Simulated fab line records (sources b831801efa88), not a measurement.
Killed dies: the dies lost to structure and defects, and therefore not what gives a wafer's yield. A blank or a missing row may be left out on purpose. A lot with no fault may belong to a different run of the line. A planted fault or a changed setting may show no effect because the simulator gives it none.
Code-filled problem report in 8D (eight disciplines) form + flow sky130 + the parts of the form that need people (team, actions taken, sign-off) are left out

1. PROBLEM STATEMENT
Mean of strip-time-to-endpoint-s at SKY_VIA4_STRIP_13: 11.57 s across 2 wafers in 2 lots; on wafers with no fault it is 12.80 s (standard deviation 0.032). Relative to the usual mean, that is a shift of -38 standard deviations.
The step: strips in O2/N2.
Seen first at day 47 15:25 on plasma-asher-03, wafer L717.5. At this step, 33 wafers from 11 lots have a number in the record. By rule, "out" or "out of limits" means more than 4 standard deviations away from the usual mean. All remaining wafers that have a number are taken as sound.

2. WHAT IT IS; WHAT IT IS NOT
| question                    | is                       | is not                                                                    |
|-----------------------------|--------------------------|---------------------------------------------------------------------------|
| which readings at this step | strip-time-to-endpoint-s | drypump-motor-current-A, o2-flow-sccm, oes-product-au                     |
| which lots                  | L717, L718               | L700, L701, L702, L704, L706, L708, L711, L712, L719                      |
| which wafers of those lots  | L717.5, L718.3           | L717.1, L717.4, L718.4, L718.6                                            |
| read on which tools         | plasma-asher-03          | plasma-asher-01, plasma-asher-02                                          |
| when                        | from day 47 15:25        | up to then (26 sound wafers); but 5 sound wafers of L718, L719 came after |

3. THE SUSPECTS, EACH WITH WHAT RULES IT OUT
Counting: if a tool at a process step up to the reading ran every lot that is out, it stays a suspect. Sound lots after the first of them don't rule it out here, since some wafers of a struck lot are sound.
- litho-track-03 at SKY_VIA4_COAT_06 (resist thk 1140 nm): kept. Ran every lot that is out, first one L717 (day 47 05:49); last sound lot up to then L712 (day 46 05:19).
- plasma-asher-03 at SKY_VIA4_STRIP_13 (strips in O2/N2): kept. Ran every lot that is out, first one L717 (day 47 15:25); last sound lot up to then L711 (day 46 15:05). Out on those wafers are its own readings of strip-time-to-endpoint-s.
Remaining after the count are litho-track-03 at SKY_VIA4_COAT_06 and plasma-asher-03 at SKY_VIA4_STRIP_13.

4. THE CAUSE (what the simulator had put in)
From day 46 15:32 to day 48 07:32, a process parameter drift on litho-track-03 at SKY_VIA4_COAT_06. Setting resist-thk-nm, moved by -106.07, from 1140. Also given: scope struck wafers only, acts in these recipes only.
This tool is one of the 2 suspects left after counting.

5. THE CHAIN OF EFFECTS, in route order
Rows list readings where the struck wafers' mean (over those with a number) sits beyond 3 standard deviations from the usual. Only readings whose record carries a usual standard deviation are examined. hours: median over the lots of the time between each lot's start at the first step of this table that gives one and its start at this step. sigmas: the change, counted in usual standard deviations.
| hours | step              | reading                  | usual   | on struck wafers | change | sigmas |
|-------|-------------------|--------------------------|---------|------------------|--------|--------|
| 0     | SKY_VIA4_STRIP_13 | strip-time-to-endpoint-s | 12.80 s | 11.57            | -1.23  | -38    |
Here are the process steps it includes:
- SKY_VIA4_STRIP_13: strips in O2/N2.

6. HOW IT WOULD HAVE BEEN CAUGHT EARLIER
24 hours passed between the start of the fault at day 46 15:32 and the first reading out of limits in this record, taken at day 47 15:25.
Of the tool readings at SKY_VIA4_COAT_06 for which the record gives a usual standard deviation, none was out on any struck wafer, so an alarm limit of 4 standard deviations on them would not have fired.
The start of SKY_VIA4_COAT_06 on litho-track-03 came by day 47 15:25 for every one of the lots that are out (2). Had the tool been put on hold then, not one of them would have been saved.
